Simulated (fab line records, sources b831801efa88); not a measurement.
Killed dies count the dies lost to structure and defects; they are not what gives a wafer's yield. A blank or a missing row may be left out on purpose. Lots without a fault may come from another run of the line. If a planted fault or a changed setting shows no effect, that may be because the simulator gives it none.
A lot that was struck, set against a sound lot	flow gf180mcu	18 steps out of a route of 602
Sound: the wafers L596.2, L596.3, L596.6. Wafers struck: L608.2, L608.3, L608.5. The cause comes at the end.
Each step with rows lists, per side, the tool, then ch with its chambers, then its first start. Under that, the readings that differ: sound wafers	struck wafers	difference of the means	sigmas: that difference in standard deviations of wafers without a fault.
alike: readings whose means differ by less than 2 such deviations, and words and numbers that are the same on both sides. not compared: withheld readings, readings that some wafer has no value for, bounds like >300 that may hide the same value, and numbers for which the record gives no deviation and whose values overlap.
Wherever a step has rows on one side only, a row that says differs or no value, or a row with sigmas, the two part there. Numbers that have no deviation but don't overlap get no sigmas and don't part them. A reading that every wafer of one side lacks parts them only if that side has two wafers or more.

GF_V2_ETCH_17: etches SiO2 in C4F8/O2/Ar, stops on TiN, target depth 630 nm.
  sound: rie diel-02 ch 2,3; struck: rie diel-01 ch 1,2,3
  alike: oes product au
GF_V2_STRIP_18: strips in O2/N2.
  sound on plasma asher-03 ch 0,1, day 22 00:51; struck on plasma asher-01 ch 0,1, day 25 23:18
  alike: drypump motor current A, heater power w, o2 flow sccm, oes product au
  not compared: rf hours counter h
then, 5 steps without rows for these wafers: GF_V2_STRIP_19 (strips in post etch residue remover, time 1200 s); GF_V2_CLEAN_20 (cleans in DIW); GF_V2_SPUTTER_21 (material Ti, target thk 15 nm, time 80.02 s); GF_V2_SPUTTER_22 (material TiN, target thk 10 nm, time 40 s); GF_V2_CVD_23 (deposits W, target thk 350 nm, time 104.94 s).
GF_V2_RS_MEAS_24: the measuring method here is four-point-probe.
  sound on film metro-04 at day 22 01:38; struck on film metro-04 at day 26 00:04
reading	sound	struck	difference	sigmas
V2_W_RS (ohm/sq)	0.330 0.334 0.330	0.324 0.325 0.315	-0.010	-3
GF_V2_THK_MEAS_25: measures by xrf.
  sound on film metro-04 at day 22 01:45; struck on film metro-04 at day 26 00:10
reading	sound	struck	difference	sigmas
V2_W_THK (nm)	356 354 358	365 365 377	+13	+2
GF_V2_CMP_26: polishes, stops on SiO2, t overpolish 15 s, target thk 0 nm.
  sound on cmp-01 ch 0,2, day 22 01:48; struck on cmp-02 ch 1,3, day 26 00:16
reading	sound	struck	difference	sigmas
motor current A (A)	9.3 9.7 9.5	11.0 11.3 11.8	+1.9	+2
  alike: overpolish run s, time to endpoint s
GF_M3_SPUTTER_00: material Ti, target thk 37.5 nm, time 150 s.
  sound on pvd sputter-02 at day 22 02:06; struck on pvd sputter-02 at day 26 00:31
  alike: cathode dc power W, chamber pressure pa, throttle valve pct
then, 1 step without rows for these wafers: GF_M3_SPUTTER_01 (material TiN, target thk 30 nm, time 25 s).
GF_M3_SPUTTER_02: material AlCu, target thk 450 nm, time 23.9 s.
  sound on pvd sputter-02 at day 22 02:14; struck on pvd sputter-02 at day 26 00:39
  no value came back on the struck wafers for cathode dc power W (W), chamber pressure pa (Pa), throttle valve pct (%); on the sound wafers cathode dc power W (W) reads 10597 10600 10601
GF_M3_SPUTTER_03: material Ti, target thk 10 nm, time 6.7 s.
  sound on pvd sputter-02 at day 22 02:16; struck on pvd sputter-02 at day 26 00:41
  alike: cathode dc power W, chamber pressure pa, throttle valve pct
then, 1 step without rows for these wafers: GF_M3_SPUTTER_04 (material TiN, target thk 50 nm, time 41.7 s).
GF_M3_RS_MEAS_05: the measuring method here is four-point-probe.
  sound on film metro-04 at day 22 02:20; struck on film metro-01 at day 26 00:46
reading	sound	struck	difference	sigmas
M3_ALCU_RS (ohm/sq)	0.0684 0.0684 0.0678	7.1178 7.0758 7.0959	+7.0283	+99 or more
GF_M3_THK_MEAS_06: measures by xrf.
  sound on film metro-04 at day 22 02:27; struck on film metro-01 at day 26 00:52
reading	sound	struck	difference	sigmas
M3_ALCU_THK (nm)	451 453 453	<0 <0 <0	differs	
then, 1 step without rows for these wafers: GF_M3_DEHYDRATE_07 (time 60 s).

## WHERE THEY PART
Last at GF_M3_THK_MEAS_06 as far as this record goes, first at GF_V2_RS_MEAS_24.

WHY: whatever the simulator had introduced
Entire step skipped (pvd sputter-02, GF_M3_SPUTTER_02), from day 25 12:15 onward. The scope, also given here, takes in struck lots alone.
